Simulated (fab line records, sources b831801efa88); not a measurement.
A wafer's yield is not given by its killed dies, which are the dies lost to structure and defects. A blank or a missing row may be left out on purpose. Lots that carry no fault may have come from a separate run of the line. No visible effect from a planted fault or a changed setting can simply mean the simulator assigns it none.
Which tool is to blame? -- flow sky130 -- 12 lots, 36 wafers sampled, at 5 steps of a route of 708

## WHAT THE GAUGES READ, wafer by wafer
SKY_VT_ADJUST_HVTR_TW_MEAS_11.
lot,measured,on,VT_ADJUST_HVTR_TW
L831,day 10 12:09,filmMetro-04,213.0 212.4 212.9
L832,day 10 12:27,filmMetro-01,208.0 207.3 207.9
L836,day 11 15:17,filmMetro-04,213.3 213.5 212.9
L839,day 12 07:08,filmMetro-01,208.7 208.7 209.0
L838,day 12 08:10,filmMetro-03,212.8 213.4 211.7
L841,day 12 21:35,filmMetro-04,212.7 212.5 213.2
L846,day 14 19:46,filmMetro-01,181.5 181.8 182.0 181.5 181.7 181.2
L847,day 15 02:49,filmMetro-03,212.1 212.4 212.4
L848,day 15 07:11,filmMetro-04,188.1 187.4 186.8 187.4 186.1 187.4
L849,day 15 09:17,filmMetro-01,209.1 208.1 206.7
L851,day 15 21:30,filmMetro-04,213.8 214.1 213.6
L852,day 16 08:47,filmMetro-01,205.8 207.4 206.3

SKY_SONOS_ONO_THK_MEAS_03.
lot,measured,on,SONOS_ONO_CVD_02_THK (nm)
L831,day 12 15:34,filmMetro-01,10.55 10.53 10.46
L832,day 12 17:58,filmMetro-01,10.71 10.62 10.71
L836,day 13 22:10,filmMetro-03,10.65 10.78 10.82
L839,day 14 15:13,filmMetro-01,10.57 10.56 10.52
L838,day 14 16:17,filmMetro-03,10.39 10.50 10.35
L841,day 15 04:50,filmMetro-01,10.46 10.44 10.45
L846,day 17 07:47,filmMetro-03,10.62 10.31 10.45
L847,day 17 16:44,filmMetro-01,10.41 10.56 10.51
L848,day 17 20:32,filmMetro-01,10.61 10.49 10.64
L849,day 18 01:47,filmMetro-02,10.46 10.59 10.55
L851,day 18 12:58,filmMetro-02,10.20 10.31 10.36
L852,day 19 01:46,filmMetro-01,10.24 10.41 10.21

SKY_VIA1_CD_MEAS_12: target cd 150 nm.
lot,measured,on,cdNm (nm)
L831,day 35 02:40,cdSem-02,151.0 152.7 152.3
L832,day 35 05:43,cdSem-01,152.9 153.0 151.3
L836,day 36 14:14,cdSem-01,149.4 151.0 149.8
L839,day 37 04:52,cdSem-02,148.3 148.6 148.8
L838,day 37 02:41,cdSem-02,151.6 149.4 151.4
L841,day 37 17:52,cdSem-01,150.3 147.6 150.8
L846,day 39 14:11,cdSem-01,149.3 149.5 149.0
L847,day 40 08:36,cdSem-01,149.0 148.9 149.1
L848,day 40 09:47,cdSem-01,152.6 149.6 152.5
L849,day 41 03:32,cdSem-02,149.0 149.9 147.9
L851,day 41 07:49,cdSem-02,150.2 150.2 148.9
L852,day 41 06:57,cdSem-01,149.0 148.4 148.1

## TOOL THAT RAN EACH LOT (tool first, then ch and the chambers of the sampled wafers, then the start)
lot,SKY_VT_ADJUST_HVTR_IMPLANT_09,SKY_METAL1_METAL_ETCH_19
L831,"implanter-02 ch 0, day 10 11:54","rieMetal-02 ch 0,1, day 33 22:47"
L832,"implanter-03 ch 0, day 10 12:12","rieMetal-03 ch 0,1, day 34 01:39"
L836,"implanter-02 ch 0, day 11 15:02","rieMetal-02 ch 0,1, day 35 11:13"
L839,"implanter-04 ch 0, day 12 06:53","rieMetal-04 ch 0,1, day 36 01:18"
L838,"implanter-02 ch 0, day 12 07:56","rieMetal-02 ch 0,1, day 35 23:08"
L841,"implanter-03 ch 0, day 12 21:22","rieMetal-04 ch 0,1, day 36 15:08"
L846,"implanter-03 ch 0, day 14 19:33","rieMetal-02 ch 0,1, day 38 11:26"
L847,"implanter-04 ch 0, day 15 02:35","rieMetal-04 ch 0,1, day 39 05:21"
L848,"implanter-03 ch 0, day 15 06:56","rieMetal-02 ch 0,1, day 39 06:34"
L849,"implanter-04 ch 0, day 15 09:02","rieMetal-04 ch 0,1, day 40 01:41"
L851,"implanter-04 ch 0, day 15 21:16","rieMetal-03 ch 0,1, day 40 05:52"
L852,"implanter-04 ch 0, day 16 08:32","rieMetal-02 ch 1, day 40 04:58"
- SKY_VT_ADJUST_HVTR_IMPLANT_09
- SKY_METAL1_METAL_ETCH_19: etches the open film in Cl2/BCl3, stops on SiO2, target depth 360 nm, time 78 s.

## AS READ BY THE TOOLS THEMSELVES (means over the sampled wafers that have a number; for cases with no such wafer, the mark the record gives instead)
SKY_VT_ADJUST_HVTR_IMPLANT_09.
lot,tool,doseIonsCm2,faradayCurrentUA
L831,implanter-02,2.0996e+12,12.13
L832,implanter-03,2.0991e+12,11.76
L836,implanter-02,2.0995e+12,11.69
L839,implanter-04,2.1028e+12,11.92
L838,implanter-02,2.1028e+12,11.53
L841,implanter-03,2.0996e+12,11.78
L846,implanter-03,1.3105e+12,7.42
L847,implanter-04,2.0987e+12,11.76
L848,implanter-03,1.3122e+12,7.49
L849,implanter-04,2.1019e+12,12.10
L851,implanter-04,2.0978e+12,11.72
L852,implanter-04,2.0986e+12,11.81

SKY_METAL1_METAL_ETCH_19.
lot,tool,bcl3FlowSccm (sccm),drypumpMotorCurrentA (A),heBacksideLeakSccm (sccm),oesProductAu (a.u.),throttleValvePct (%)
L831,rieMetal-02,30.06,5.9,3.3,0.855,22.267
L832,rieMetal-03,29.98,5.1,3.4,0.854,22.257
L836,rieMetal-02,29.99,6.1,4.2,0.856,22.257
L839,rieMetal-04,30.03,6.6,3.3,0.857,22.258
L838,rieMetal-02,30.09,6.1,3.3,0.859,22.260
L841,rieMetal-04,30.00,6.4,3.3,0.858,22.262
L846,rieMetal-02,30.01,5.9,3.4,0.860,22.259
L847,rieMetal-04,29.96,6.3,3.2,0.853,22.267
L848,rieMetal-02,30.06,6.1,3.4,0.860,22.265
L849,rieMetal-04,30.02,6.4,4.3,0.853,22.267
L851,rieMetal-03,29.98,5.1,3.4,0.858,22.265
L852,rieMetal-02,30.08,5.8,3.2,0.855,22.268

## THE ANSWER, worked out from the rows above alone
Rule: what is usual is taken from the lots themselves. The widest of any qualifying gaps counts: lots, ordered by their means at a reading, are off when they make up no more than a third of the lots, leave a main group of 4 or more, and stand apart from it by 3 or more times the standard deviation of that group's means. Not used: any main group whose means are identical at the precision the tables above print for the reading. Also off: a lot with no number at a reading for which 4 or more lots have one. All remaining lots with rows at the step are treated as sound. After the gauges, taken in route order, come the tools' own readings; for these a lot's mean is taken, as printed above. The first step at which some lot is off is used, and at that step the reading that is off furthest; a lot without a number counts as furthest.
Off: at SKY_VT_ADJUST_HVTR_TW_MEAS_11 (VT_ADJUST_HVTR_TW), L846, L848. The main group: mean 210.9, standard deviation 2.6.
A tool fits if, at a process step before that reading, it ran every lot that is off, and no sound lot after the first of them. The gauges at SKY_VT_ADJUST_HVTR_TW_MEAS_11 aren't tried: what is off there is off at SKY_VT_ADJUST_HVTR_IMPLANT_09 too, on other tools, and a gauge's error can't cause that. One fits: implanter-03 at SKY_VT_ADJUST_HVTR_IMPLANT_09. Its last sound lot is L841 (day 12 21:22), its first lot that is off L846 (day 14 19:33): a fault that began between those two fits.
The tool's own readings at SKY_VT_ADJUST_HVTR_IMPLANT_09 bear it out: on the lots that are off they differ by more than 5 times the standard deviation of the sound lots' means. doseIonsCm2 reads 1.3114e+12 there against 2.1000e+12 on the sound lots; faradayCurrentUA reads 7.46 there against 11.82 on the sound lots.

## WHAT THE SIMULATOR HAD PUT IN
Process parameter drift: implanter-03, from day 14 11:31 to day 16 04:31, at SKY_VT_ADJUST_HVTR_IMPLANT_09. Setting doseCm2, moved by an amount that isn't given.
Struck lots among those shown: L846, L848. The rule above reached the same finding.
